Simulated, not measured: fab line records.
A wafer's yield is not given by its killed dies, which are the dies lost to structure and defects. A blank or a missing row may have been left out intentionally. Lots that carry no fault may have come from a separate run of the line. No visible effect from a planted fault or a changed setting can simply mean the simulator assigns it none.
fab line records	flow sky130
[record] lots = 5	wafers = 15	last_day = 50
route steps=708 shown METAL2@495 VIA2@507 PAD_OPEN@708
lots that met no fault: taken from a fault-free run of the same line
start_h: the number of hours between the record's first day and the start of the first shown wafer of the lot	wait_h: hours from the lot's prior step to this one	" unchanged from the row above	L1.1+2: several wafers, shown together as one row	- no value present, or no start provided	* or withheld: withheld	< > ~ a bound
route shown NAME@n: names a module that has steps shown in the file, with the first one's number in the route	usual: the fault-free wafers' mean and standard deviation	same: alike in all rows	chamber/n: place in a boat	sites: readings site by site	_std_site: standard deviation across them	_edge_site: the outer-site mean with the inner-site mean subtracted	radius_mm: for every site, how far away it sits from the centre of the wafer	mask NAME#n: copy n	behind: the most recent tool/chamber to have shaped the wafer	hold: what put the lot on hold/how long, in hours/how the hold closed	device: the n, p or np transistor that did not switch	end of line: tests of these same wafers at the route's end	where a step has no rows: the recipe by itself	killed: dies lost to structure and defects at the first sort, not the wafer's yield	map: a wafer's dies, marking killed ones x, the rest . and places with no die _
set.NAME: the setting the step ran with; set.NAME@STEP: the setting that earlier step ran with	model.NAME: the simulator's own value behind a step, which no gauge read
certain route steps with their lots: each step a table, each wafer a row
services: when a tool's chamber went out of use (start_h, in hours from the record's first day, below 0 if earlier), for how many hours, and the reason
[[steps]]
[step SKY_METAL2_EXPOSE_12]
[recipe] mask_id = MM2	na = 0.8	source_shape = annular	sigma_inner = 0.55	sigma_outer = 0.85	target_cd_nm = 140	dose_mj = 28
[step SKY_METAL2_PEB_13]
[recipe] peb_temp_c = withheld	peb_time_s = withheld	resist = KrF-thick
[step SKY_METAL2_DEVELOP_14]
[recipe] develop_time_s = 60	resist = KrF-thick	dev_temp_c = 21
[step SKY_METAL2_CD_MEAS_15]
[recipe] target_cd_nm = 140
[usual] cd_nm = 139.4/1.3
lot.wafer	tool	chamber	start_h	wait_h	cd_nm
L443.1	cd_sem-02	-	819.25	-	138.1
L443.3	"	-	"	"	138.8
L443.4	"	-	"	"	139.0
L445.1	cd_sem-02	-	835.35	-	139.8
L445.2	"	-	"	"	139.9
L445.6	"	-	"	"	139.5
L457.2	cd_sem-02	-	931.28	-	138.5
L457.4	"	-	"	"	138.3
L457.6	"	-	"	"	138.8
L464.1	cd_sem-01	-	967.37	-	140.2
L464.3	"	-	"	"	138.9
L464.5	"	-	"	"	141.0
L466.2	cd_sem-02	-	987.13	-	138.4
L466.4	"	-	"	"	137.6
L466.6	"	-	"	"	139.0
[step SKY_METAL2_OVL_MEAS_16]
[usual] METAL2_OVL = -1/4.8
lot.wafer	tool	chamber	start_h	wait_h	METAL2_OVL[nm]
L443.1	overlay-02	-	819.37	0.1	-3
L443.3	"	-	"	"	-8
L443.4	"	-	"	"	0
L445.1	overlay-02	-	835.47	0.1	-3
L445.2	"	-	"	"	3
L445.6	"	-	"	"	3
L457.2	overlay-01	-	931.38	0.1	9
L457.4	"	-	"	"	7
L457.6	"	-	"	"	4
L464.1	overlay-01	-	967.49	0.1	9
L464.3	"	-	"	"	0
L464.5	"	-	"	"	6
L466.2	overlay-01	-	987.23	0.1	-2
L466.4	"	-	"	"	-1
L466.6	"	-	"	"	0
[step SKY_METAL2_DESCUM_17]
[recipe] chemistry = O2	source_power_w = 150	bias_power_w = 0	pressure_mtorr = 10	temp_c = 40	time_s = 8
[usual] chamber_pressure_mTorr = 10.000/0.011	drypump_motor_current_A = 6.2/0.34	he_backside_leak_sccm = 3.37/0.26	oes_product_au = 1.007/0.0093
lot.wafer	tool	chamber	start_h	wait_h	chamber_pressure_mTorr	drypump_motor_current_A	he_backside_leak_sccm	oes_product_au	rf_hours_counter_h
L443.1	rie_metal-04	0	819.41	0.0	9.990	5.7	3.46	1.009	5
L443.3	"	0	"	"	9.993	5.7	3.76	1.002	-
L443.4	"	1	"	"	10.002	6.5	3.47	1.011	-
L445.1	rie_metal-02	0	835.51	0.0	9.996	6.3	3.11	1.020	16
L445.2	"	0	"	"	9.992	6.3	3.23	1.005	-
L445.6	"	0	"	"	10.011	6.3	3.17	1.016	-
L457.2	rie_metal-04	1	931.42	0.0	10.002	6.6	3.70	0.995	-
L457.4	"	1	"	"	10.012	6.5	3.66	0.995	-
L457.6	"	1	"	"	9.987	6.6	3.53	0.995	-
L464.1	rie_metal-01	0	967.53	0.0	9.999	6.2	3.89	1.017	14
L464.3	"	0	"	"	10.007	6.2	3.62	1.016	-
L464.5	"	0	"	"	9.998	6.2	3.70	1.022	-
L466.2	rie_metal-01	0	987.26	0.0	9.987	6.3	3.64	1.016	15
L466.4	"	0	"	"	10.010	6.3	3.46	1.014	-
L466.6	"	1	"	"	9.991	5.9	3.06	0.990	-
[step SKY_METAL2_ETCH_18]
[recipe] chemistry = N2/H2	target = BARC	ion_energy_ev = 200	bias_w = 100	pressure_mtorr = 30	n2_flow_sccm = 100	h2_flow_sccm = 200	icp_w = 500	stop_on = SiO2	time_s = 45.9	target_depth_a = 600
[usual] chamber_pressure_mTorr = 30.000/0.027	drypump_motor_current_A = 6.2/0.34	he_backside_leak_sccm = 3.4/0.44	oes_product_au = 0.855/0.004	throttle_valve_pct = 13.225/0.0086
lot.wafer	tool	chamber	start_h	wait_h	chamber_pressure_mTorr	drypump_motor_current_A	he_backside_leak_sccm	oes_product_au	rf_hours_counter_h	throttle_valve_pct
L443.1	rie_metal-04	0	819.44	0.0	29.962	5.7	3.4	0.848	5	13.231
L443.3	"	0	"	"	29.982	5.7	3.8	0.859	-	13.219
L443.4	"	1	"	"	30.009	6.6	3.7	0.854	-	13.236
L445.1	rie_metal-02	0	835.57	0.1	29.975	6.2	3.1	0.853	17	13.224
L445.2	"	0	"	"	29.968	6.3	3.1	0.856	-	13.228
L445.6	"	0	"	"	30.018	6.3	3.1	0.853	-	13.219
L457.2	rie_metal-04	1	931.50	0.1	29.965	6.6	3.2	0.852	-	13.221
L457.4	"	1	"	"	30.049	6.6	3.3	0.862	-	13.226
L457.6	"	1	"	"	29.980	6.5	3.4	0.849	-	13.223
L464.1	rie_metal-01	0	967.56	0.0	29.958	6.2	3.6	0.855	14	13.234
L464.3	"	0	"	"	30.009	6.3	3.6	0.861	-	13.238
L464.5	"	0	"	"	29.994	6.2	3.4	0.849	-	13.210
L466.2	rie_metal-01	0	987.29	0.0	30.001	6.2	3.6	0.851	15	13.209
L466.4	"	0	"	"	29.975	6.3	3.5	0.860	-	13.220
L466.6	"	1	"	"	29.980	5.9	3.1	0.860	-	13.217
[step SKY_METAL2_METAL_ETCH_19]
[recipe] target_depth_a = 3600	stop_on = SiO2	over_etch_frac = 0.3	time_s = 78	chemistry = Cl2/BCl3	resist_sidewall_deg = 88	pressure_mtorr = 10	icp_w = 900	bias_w = 48.5	Cl2_flow_sccm = 60	bcl3_flow_sccm = 30
[usual] chamber_pressure_mTorr = 10.000/0.0088	drypump_motor_current_A = 6.2/0.34	he_backside_leak_sccm = 3.35/0.25	oes_product_au = 0.854/0.0065	throttle_valve_pct = 22.264/0.0083
lot.wafer	tool	chamber	start_h	wait_h	chamber_pressure_mTorr	drypump_motor_current_A	he_backside_leak_sccm	oes_product_au	rf_hours_counter_h	throttle_valve_pct
L443.1	rie_metal-04	0	819.50	0.0	9.986	5.7	3.51	0.857	5	22.260
L443.3	"	0	"	"	9.985	5.7	3.33	0.859	-	22.261
L443.4	"	1	"	"	10.002	6.6	3.60	0.847	-	22.257
L445.1	rie_metal-02	0	835.70	0.1	9.994	6.2	3.00	0.862	17	22.254
L445.2	"	0	"	"	9.998	6.3	3.07	0.844	-	22.283
L445.6	"	0	"	"	9.986	6.2	3.18	0.861	-	22.261
L457.2	rie_metal-04	1	931.63	0.1	9.994	6.5	3.52	0.857	-	22.262
L457.4	"	1	"	"	9.988	6.5	3.42	0.855	-	22.244
L457.6	"	1	"	"	10.009	6.5	3.55	0.849	-	22.267
L464.1	rie_metal-01	0	967.62	0.0	9.999	6.3	3.57	0.851	14	22.264
L464.3	"	0	"	"	10.000	6.3	3.41	0.864	-	22.254
L464.5	"	0	"	"	9.998	6.3	3.57	0.852	-	22.246
L466.2	rie_metal-01	0	987.36	0.0	10.014	6.2	3.71	0.849	15	22.263
L466.4	"	0	"	"	9.999	6.2	3.64	0.841	-	22.255
L466.6	"	1	"	"	10.004	5.9	3.36	0.855	-	22.273
[step SKY_METAL2_STRIP_20]
[recipe] chemistry = O2/N2	power_w = 1400	pressure_mtorr = 1500	platen_temp_c = withheld	o2_flow_sccm = 3000	n2_flow_sccm = 300	overash_fraction = 0.5
[step SKY_METAL2_STRIP_21]
[recipe] chemistry = post_etch_residue_remover	time_s = 1200	temp_c = 72.5
[step SKY_METAL2_CLEAN_22]
[recipe] chemistry = IPA	time_s = 180	temp_c = 25
[step SKY_METAL2_CLEAN_23]
[recipe] chemistry = O3/DIW	dry = n2_spin
[step SKY_VIA2_HDPCVD_00]
[recipe] material = SiO2	target_thk_nm = 1180	sigma_open_frac = 0.3	time_s = 196.7	temp_c = 400	sih4_flow_sccm = 60	pressure_mtorr = 6
lot.wafer	tool	chamber	start_h	wait_h
L443.1+3+4	hdpcvd-02	2,1,0	820.18	0.0
L445.1+2+6	hdpcvd-01	1,2,0	836.47	0.0
L457.2+4+6	hdpcvd-02	0,1,2	932.41	0.0
L464.1+3+5	hdpcvd-01	0,1,0	968.35	0.0
L466.2+4+6	hdpcvd-01	2,1,2	988.08	0.0
[step SKY_VIA2_THK_MEAS_01]
[recipe] reads = SiO2_of_VIA2_HDPCVD_00
[usual] VIA2_HDPCVD_THK = 1175/14
lot.wafer	tool	chamber	start_h	wait_h	VIA2_HDPCVD_THK[nm]
L443.1	film_metro-04	-	820.31	0.1	1160
L443.3	"	-	"	"	1169
L443.4	"	-	"	"	1157
L445.1	film_metro-04	-	836.59	0.1	1163
L445.2	"	-	"	"	1168
L445.6	"	-	"	"	1185
L457.2	film_metro-04	-	932.55	0.1	988
L457.4	"	-	"	"	1177
L457.6	"	-	"	"	1156
L464.1	film_metro-02	-	968.47	0.1	1175
L464.3	"	-	"	"	1165
L464.5	"	-	"	"	1170
L466.2	film_metro-02	-	988.22	0.1	1186
L466.4	"	-	"	"	1165
L466.6	"	-	"	"	1189
[step SKY_VIA2_CMP_02]
[recipe] material = SiO2	down_force_psi = 4	platen_rpm = 60	pad_velocity_m_s = 0.94248
[step SKY_VIA2_BOW_MEAS_03]
[recipe] mode = bow
[usual] VIA2_BOW = 85/7.1
lot.wafer	tool	chamber	start_h	wait_h	VIA2_BOW[um]
L443.1	film_metro-02	-	820.67	0.2	90
L443.3	"	-	"	"	89
L443.4	"	-	"	"	93
L445.1	film_metro-01	-	836.95	0.1	85
L445.2	"	-	"	"	94
L445.6	"	-	"	"	79
L457.2	film_metro-01	-	932.92	0.1	82
L457.4	"	-	"	"	82
L457.6	"	-	"	"	80
L464.1	film_metro-01	-	968.83	0.2	90
L464.3	"	-	"	"	89
L464.5	"	-	"	"	92
L466.2	film_metro-02	-	988.59	0.2	84
L466.4	"	-	"	"	83
L466.6	"	-	"	"	76
[step SKY_VIA2_DEHYDRATE_04]
[recipe] temp_c = 200	time_s = 60
[step SKY_VIA2_HMDS_05]
[recipe] prime_time_s = 60	prime_temp_c = 120
[step SKY_VIA2_COAT_06]
[recipe] resist = BARC	temp_c = withheld	time_s = withheld	spin_rpm = 3000	resist_thk_nm = 60
[step SKY_VIA2_COAT_07]
[recipe] resist = KrF-thick	spin_rpm = 3000	resist_thk_nm = 450
[step SKY_VIA2_SOFTBAKE_08]
[recipe] temp_c = 100	time_s = 90	resist = KrF-thick
[step SKY_VIA2_EXPOSE_09]
[recipe] mask_id = VIM2	na = 0.8	source_shape = annular	sigma_inner = 0.55	sigma_outer = 0.85	target_cd_nm = 200	dose_mj = 38
[step SKY_VIA2_PEB_10]
[recipe] peb_temp_c = withheld	peb_time_s = withheld	resist = KrF-thick
[step SKY_VIA2_DEVELOP_11]
[recipe] develop_time_s = 60	resist = KrF-thick	dev_temp_c = 21
[step SKY_VIA2_CD_MEAS_12]
[recipe] target_cd_nm = 200
[usual] cd_nm = 200.4/1.2
lot.wafer	tool	chamber	start_h	wait_h	cd_nm
L443.1	cd_sem-02	-	846.11	-	199.1
L443.3	"	-	"	"	200.0
L443.4	"	-	"	"	201.4
L445.1	cd_sem-02	-	862.91	-	196.9
L445.2	"	-	"	"	197.4
L445.6	"	-	"	"	198.4
L457.2	cd_sem-01	-	957.13	-	200.5
L457.4	"	-	"	"	198.8
L457.6	"	-	"	"	198.9
L464.1	cd_sem-02	-	992.21	-	200.1
L464.3	"	-	"	"	198.8
L464.5	"	-	"	"	199.0
L466.2	cd_sem-02	-	1011.97	-	198.7
L466.4	"	-	"	"	199.1
L466.6	"	-	"	"	198.9
[step SKY_VIA2_OVL_MEAS_13]
[usual] VIA2_OVL = 1/5.8
lot.wafer	tool	chamber	start_h	wait_h	VIA2_OVL[nm]
L443.1	overlay-02	-	846.23	0.1	-11
L443.3	"	-	"	"	-6
L443.4	"	-	"	"	-1
L445.1	overlay-01	-	863.03	0.1	-5
L445.2	"	-	"	"	-8
L445.6	"	-	"	"	-3
L457.2	overlay-02	-	957.24	0.1	1
L457.4	"	-	"	"	-5
L457.6	"	-	"	"	5
L464.1	overlay-01	-	992.33	0.1	8
L464.3	"	-	"	"	4
L464.5	"	-	"	"	2
L466.2	overlay-02	-	1012.08	0.1	4
L466.4	"	-	"	"	5
L466.6	"	-	"	"	4
[step SKY_VIA2_ETCH_14]
[recipe] chemistry = N2/H2	target = BARC	ion_energy_ev = 200	source_w = 500	bias_w = 100	pressure_mtorr = 30	n2_flow_sccm = 100	h2_flow_sccm = 200	stop_on = SiO2	time_s = 45.9	target_depth_a = 600
[usual] chamber_pressure_mTorr = 29.998/0.029	drypump_motor_current_A = 5.7/0.42	oes_product_au = 0.854/0.0047	throttle_valve_pct = 13.224/0.0082
lot.wafer	tool	chamber	start_h	wait_h	chamber_pressure_mTorr	drypump_motor_current_A	oes_product_au	rf_hours_counter_h	throttle_valve_pct
L443.1	rie_diel-01	0	846.26	0.0	29.972	5.3	0.854	8	13.216
L443.3	"	2	"	"	30.010	6.2	0.854	31	13.215
L443.4	"	3	"	"	29.997	5.9	0.853	17	13.226
L445.1	rie_diel-01	1	863.06	0.0	30.084	5.8	0.852	14	13.222
L445.2	"	0	"	"	29.981	5.2	0.860	9	13.224
L445.6	"	1	"	"	29.938	5.8	0.859	-	13.215
L457.2	rie_diel-01	1	957.27	0.0	29.982	5.8	0.852	17	13.242
L457.4	"	0	"	"	29.965	5.2	0.857	12	13.223
L457.6	"	2	"	"	29.947	6.2	0.850	-	13.225
L464.1	rie_diel-04	2	992.37	0.0	29.978	5.5	0.852	17	13.229
L464.3	"	3	"	"	30.001	5.3	0.858	23	13.225
L464.5	"	2	"	"	30.024	5.5	0.858	-	13.236
L466.2	rie_diel-04	0	1012.11	0.0	29.974	6.3	0.847	17	13.228
L466.4	"	2	"	"	29.984	5.5	0.849	18	13.224
L466.6	"	1	"	"	29.968	4.7	0.860	-	13.219
[step SKY_VIA2_ETCH_15]
[recipe] target = SiO2	chemistry = C4F8/O2/Ar	target_depth_nm = 546	stop_on = TiN	mask_material = KrF-thick	source_w = 1500	bias_w = 1200	pressure_mtorr = 40	c4f8_flow_sccm = withheld	O2_flow_sccm = 6	Ar_flow_sccm = 300	time_s = 84
[usual] chamber_pressure_mTorr = 40.00/0.034	oes_product_au = 0.940/0.0048
lot.wafer	tool	chamber	start_h	wait_h	chamber_pressure_mTorr	oes_product_au	rf_hours_counter_h
L443.1	rie_diel-01	0	846.30	0.0	40.00	0.942	8
L443.3	"	2	"	"	39.99	0.945	31
L443.4	"	3	"	"	40.01	0.940	17
L445.1	rie_diel-01	1	863.11	0.0	40.04	0.945	14
L445.2	"	0	"	"	39.97	0.937	9
L445.6	"	1	"	"	39.98	0.930	-
L457.2	rie_diel-01	1	957.31	0.0	39.99	0.745	17
L457.4	"	0	"	"	39.99	0.949	12
L457.6	"	2	"	"	40.00	0.942	-
L464.1	rie_diel-04	2	992.41	0.0	40.02	0.931	17
L464.3	"	3	"	"	39.98	0.944	23
L464.5	"	2	"	"	39.98	0.940	-
L466.2	rie_diel-04	0	1012.15	0.0	40.01	0.941	17
L466.4	"	2	"	"	40.02	0.937	18
L466.6	"	1	"	"	39.99	0.947	-
[step SKY_VIA2_STRIP_16]
[recipe] chemistry = O2/N2	power_w = 1400	pressure_mtorr = 1500	platen_temp_c = withheld	o2_flow_sccm = 3000	n2_flow_sccm = 300	overash_fraction = 0.5
[usual] chamber_pressure_mTorr = 1499.8/1.3	drypump_motor_current_A = 5.4/0.4	oes_product_au = 0.399/0.0044	strip_time_to_endpoint_s = 4.063/0.026
lot.wafer	tool	chamber	start_h	wait_h	chamber_pressure_mTorr	drypump_motor_current_A	oes_product_au	rf_hours_counter_h	strip_time_to_endpoint_s
L443.1	plasma_asher-03	1	846.37	0.0	1499.0	5.4	0.394	10	4.050
L443.3	"	0	"	"	1496.5	6.4	0.400	-	4.004
L443.4	"	1	"	"	1498.9	5.4	0.403	-	4.074
L445.1	plasma_asher-02	0	863.17	0.0	1498.8	4.9	0.399	105	4.041
L445.2	"	1	"	"	1500.3	5.6	0.406	105	4.040
L445.6	"	1	"	"	1499.7	5.6	0.406	-	4.032
L457.2	plasma_asher-02	1	957.37	0.0	1499.1	5.6	0.406	116	4.019
L457.4	"	0	"	"	1500.8	4.9	0.396	-	4.043
L457.6	"	0	"	"	1500.6	4.9	0.397	-	4.045
L464.1	plasma_asher-01	0	992.47	0.0	1499.2	5.2	0.397	54	4.037
L464.3	"	1	"	"	1497.8	5.4	0.401	-	4.100
L464.5	"	1	"	"	1496.9	5.4	0.404	-	4.058
L466.2	plasma_asher-03	1	1012.21	0.0	1500.2	5.4	0.393	26	4.050
L466.4	"	0	"	"	1500.8	6.5	0.395	-	4.054
L466.6	"	1	"	"	1499.0	5.4	0.395	-	4.079
[step SKY_PAD_OPEN_PROBE_99]
[usual] defect_limited_yield = 82.6/1.9	killed_at_M0_to_M3 = 42/7.1	killed_at_M4_up = 3.3/1.9	killed_at_contacts = 24/5	killed_at_front_end = 15/4.7	killed_at_other = 0.3/0.61	killed_dies = 86/9.6	killed_on_rim = 17/3.8	killed_open = 47/7.5	killed_short = 38/6.6
[same] gross_dies = 492	killed_at_back_side = 0
lot.wafer	tool	chamber	start_h	wait_h	defect_limited_yield[%]	killed_at_M0_to_M3	killed_at_M4_up	killed_at_contacts	killed_at_front_end	killed_at_other	killed_dies	killed_on_rim	killed_open	killed_short	model.etest.tester.sort_n_pass	model.etest.tester.sort_yield_pct	model.etest.tester.sort_bin_5_pct	model.etest.tester.sort_bin_3_pct	model.etest.tester.sort_bin_8_pct
L443.1	prober-02	-	1071.49	0.1	79.9	42	5	26	26	0	99	22	52	45	393	79.88	12.8	0.6098	0
L443.3	prober-02	-	1071.59	0.2	83.9	40	3	21	15	0	79	16	42	37	413	83.94	8.74	0.813	0
L443.4	prober-02	-	1071.64	0.2	83.9	37	3	20	18	1	79	21	41	38	413	83.94	7.927	0.4065	0
L445.1	prober-02	-	1087.35	0.1	83.9	40	3	27	9	0	79	16	47	32	413	83.94	9.553	0.813	0
L445.2	prober-02	-	1087.40	0.1	86.2	38	2	18	10	0	68	11	29	39	424	86.18	8.74	0.813	0
L445.6	prober-02	-	1087.60	0.2	79.9	46	3	34	16	0	99	17	56	43	393	79.88	11.59	1.22	0
L457.2	prober-02	-	1162.62	0.1	66.9	114	3	30	16	0	163	72	54	44	245	49.8	28.25	14.23	1.226e-06
L457.4	prober-02	-	1162.72	0.2	78.7	63	4	27	11	0	105	23	60	43	387	78.66	10.98	1.423	0
L457.6	prober-02	-	1162.82	0.2	82.9	43	3	26	12	0	84	12	53	31	408	82.93	11.59	0.4065	0
L464.1	prober-01	-	1187.08	0.1	85.2	35	5	22	11	0	73	14	36	37	419	85.16	8.74	0.4065	0
L464.3	prober-01	-	1187.18	0.2	82.9	45	7	20	12	0	84	20	44	40	408	82.93	8.333	1.016	0
L464.5	prober-01	-	1187.28	0.2	87.8	28	3	16	13	0	60	13	29	31	432	87.8	6.911	1.016	0
L466.2	prober-01	-	1200.80	0.1	81.7	47	2	17	23	1	90	15	53	36	402	81.71	11.38	0.813	0
L466.4	prober-01	-	1200.90	0.2	82.3	51	3	20	13	0	87	23	43	44	405	82.32	10.37	1.626	0
L466.6	prober-01	-	1201.00	0.2	81.9	44	0	27	18	0	89	23	57	32	403	81.91	9.756	0.813	0
// killed by level:class
L443.1 VIA1:geometric_particle:open=13 CONTACT:geometric_particle:open=11 FIELD_ISO:geometric_particle:short=8 METAL1:geometric_particle:short=8 LI_CONTACT:geometric_particle:open=7 FIELD_ISO:geometric_particle:open=6 METAL4:geometric_particle:short=5 METAL2:geometric_particle:short=5
L443.3 VIA1:geometric_particle:short=10 CONTACT:geometric_particle:open=9 LI_CONTACT:geometric_particle:open=7 VIA1:geometric_particle:open=7 METAL1:geometric_particle:short=5 FIELD_ISO:geometric_particle:open=4 FIELD_ISO:geometric_particle:short=4 VIA3:geometric_particle:open=4
L443.4 VIA1:geometric_particle:open=8 FIELD_ISO:geometric_particle:short=7 CONTACT:geometric_particle:open=7 VIA3:geometric_particle:open=7 VIA1:geometric_particle:short=6 METAL2:geometric_particle:short=6 FIELD_ISO:geometric_particle:open=5 LI_CONTACT:geometric_particle:open=4
L445.1 LI_CONTACT:geometric_particle:open=11 VIA2:geometric_particle:open=9 CONTACT:geometric_particle:open=8 METAL2:geometric_particle:short=7 CONTACT:geometric_particle:short=6 VIA1:geometric_particle:open=5 METAL1:geometric_particle:short=4 VIA2:geometric_particle:short=4
L445.2 METAL2:geometric_particle:short=7 CONTACT:geometric_particle:open=7 VIA1:geometric_particle:open=6 VIA1:geometric_particle:short=6 LI_CONTACT:geometric_particle:open=5 FIELD_ISO:geometric_particle:open=4 METAL1:geometric_particle:short=4 VIA3:geometric_particle:short=4
L445.6 CONTACT:geometric_particle:open=16 VIA1:geometric_particle:open=12 METAL2:geometric_particle:short=11 FIELD_ISO:geometric_particle:open=6 LI_CONTACT:geometric_particle:open=5 LOCAL_INTERCONNECT:geometric_particle:short=5 VIA2:geometric_particle:short=5 METAL1:geometric_particle:short=4
L457.2 VIA2:area_hdpcvd=65 VIA1:geometric_particle:open=11 VIA3:geometric_particle:open=10 CONTACT:geometric_particle:open=8 LI_CONTACT:geometric_particle:open=7 LI_CONTACT:geometric_particle:short=6 METAL2:geometric_particle:short=6 VIA2:geometric_particle:open=6
L457.4 VIA1:geometric_particle:open=20 LI_CONTACT:geometric_particle:open=8 VIA2:geometric_particle:open=8 CONTACT:geometric_particle:open=8 VIA2:geometric_particle:short=6 FIELD_ISO:geometric_particle:open=5 LOCAL_INTERCONNECT:geometric_particle:short=5 METAL2:geometric_particle:short=5
L457.6 VIA1:geometric_particle:open=13 LI_CONTACT:geometric_particle:open=10 VIA3:geometric_particle:open=9 CONTACT:geometric_particle:open=7 METAL2:geometric_particle:short=6 FIELD_ISO:geometric_particle:open=5 LOCAL_INTERCONNECT:geometric_particle:short=5 METAL1:geometric_particle:short=4
L464.1 CONTACT:geometric_particle:open=11 METAL1:geometric_particle:short=8 LI_CONTACT:geometric_particle:open=6 VIA1:geometric_particle:open=6 VIA1:geometric_particle:short=5 METAL4:geometric_particle:short=5 METAL2:geometric_particle:short=5 VIA2:geometric_particle:open=4
L464.3 VIA1:geometric_particle:open=10 METAL4:geometric_particle:short=6 LI_CONTACT:geometric_particle:open=6 CONTACT:geometric_particle:open=5 VIA1:geometric_particle:short=5 METAL2:geometric_particle:short=5 VIA2:geometric_particle:short=5 VIA2:geometric_particle:open=5
L464.5 LI_CONTACT:geometric_particle:open=7 CONTACT:geometric_particle:open=6 VIA3:geometric_particle:open=5 POLY_GATE:geometric_particle:short=4 VIA1:geometric_particle:open=4 METAL2:geometric_particle:short=4 METAL3:geometric_particle:short=4 POLY_GATE:geometric_particle:open=3
L466.2 VIA1:geometric_particle:open=18 CONTACT:geometric_particle:open=9 VIA3:geometric_particle:open=8 POLY_GATE:geometric_particle:short=7 FIELD_ISO:geometric_particle:short=6 FIELD_ISO:geometric_particle:open=5 POLY_GATE:geometric_particle:open=4 CONTACT:geometric_particle:short=4
L466.4 METAL1:geometric_particle:short=10 CONTACT:geometric_particle:open=8 VIA1:geometric_particle:open=8 METAL2:geometric_particle:short=6 VIA3:geometric_particle:open=6 POLY_GATE:geometric_particle:open=5 LI_CONTACT:geometric_particle:open=5 VIA1:geometric_particle:short=5
L466.6 VIA1:geometric_particle:open=12 CONTACT:geometric_particle:open=11 VIA3:geometric_particle:open=8 LI_CONTACT:geometric_particle:open=7 POLY_GATE:geometric_particle:open=6 VIA2:geometric_particle:open=5 CONTACT:geometric_particle:short=5 METAL2:geometric_particle:short=5
// map L457.2 (x killed, . not)
__________xxxx.xxxxx_________
________xxxx.x..x..x.x_______
______xxxxx......xx...xx_____
_____xx...x...........xxx____
____xx..x.xx.x.xx.x..x...x___
___xx.....x..............xx__
__xxxx.xx..x.x..x...x..x..xx_
_x.x......x.x..........x..xxx
_x..x..........xx..........xx
_..x......x.....xxx.....x.xxx
_.x...x..x.x...x........x....
_x..xxx..x.........x.......x.
_xx.....x.......x...........x
_xxx....x...x....x...........
_xx............x.x......x.xxx
__xx...x......x......x.x..xx_
___...........xxx....xx..xx__
____x...x.......x..x..xx.x___
_____x.......x....x...x..____
______xx.....x.....x..xx_____
________xxxx.x..x.x..x_______
__________xx.xxx..xx_________
// map L443.1 (x killed, . not)
__________....x..x.._________
________........xxxx.x_______
______.....x.xx........._____
_____.xx....x..x......x.x____
____..x....x.x.......x.xx.___
___....x.....x..x..........__
__....x..x....xx...x..x.x.xx_
_xx....x..xxxx.xx............
_x..x...........x...xx.....xx
_..x......x...x.......x....xx
_..................x.....x.x.
_.x.......x............x...x.
_.x..x.x.......x....x.x......
_..x..x.xx......x.xx.x.....x.
_...x.x............x.........
__.....x....x..............._
___.x.x......x.x...........__
____.x...x...............x___
_____x.x.................____
______....x....xx......x_____
________.............x_______
__________.xx......._________
[[services]]
tool	chamber	start_h	hours	kind
plasma_asher-01	-	795.86	19.7	repair
rie_diel-04	-	806.80	11.1	repair
plasma_asher-03	-	807.92	1.5	repair
hdpcvd-02	0	841.36	6.1	repair
rie_diel-01	2	847.42	-	clean
plasma_asher-03	-	849.57	1.6	repair
rie_metal-04	-	884.57	1.2	repair
hdpcvd-02	-	888.40	14.6	pm
plasma_asher-03	-	896.06	14.6	pm
plasma_asher-01	-	901.72	17.5	repair
rie_diel-04	-	905.36	1.4	repair
hdpcvd-01	-	910.89	6.1	repair
rie_metal-02	-	918.40	0.3	repair
hdpcvd-01	2	928.99	5.0	repair
rie_metal-04	0	929.84	6.6	repair
rie_diel-04	1	946.62	46.5	repair
hdpcvd-02	-	950.25	15.0	pm
plasma_asher-02	-	959.31	0.7	repair
plasma_asher-02	-	965.14	0.4	repair
rie_metal-02	-	965.69	2.8	pm
plasma_asher-01	-	966.48	3.2	repair
plasma_asher-02	-	974.33	7.7	pm
plasma_asher-02	-	988.45	8.2	repair
plasma_asher-01	-	994.69	2.8	pm
[[key]]
[first_sign] step = SKY_VIA2_THK_MEAS_01	reading = VIA2_HDPCVD_THK	direction = down	sigmas = 14	usual = 1175	struck = 988
[effect] step = SKY_VIA2_ETCH_15	reading = oes_product_au	direction = down	sigmas = 40	usual = 0.940	struck = 0.745
[effect] step = SKY_PAD_OPEN_PROBE_99	reading = killed_at_M0_to_M3	direction = up	sigmas = 10	usual = 42	struck = 114
[model_effect] step = SKY_PAD_OPEN_PROBE_99	value = etest.tester.sort_n_pass	without = 394	struck = 245
[more_kills_born_at] SKY_VIA2_HDPCVD_00@hdpcvd-02 = 65
met_at SKY_VIA2_HDPCVD_00
struck_wafers L457.2
onset_between 820.18 932.41
[fault] kind = site_profile_drift	tool = hdpcvd-02	chamber = 0	onset_h = 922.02	steps = SKY_VIA2_HDPCVD_00	basis = fraction	max_abs_drift = 0.32411	slope_share_per_hr = 72.025	site_pattern = 0,0,0,0,0,-1,-1,-1,-1
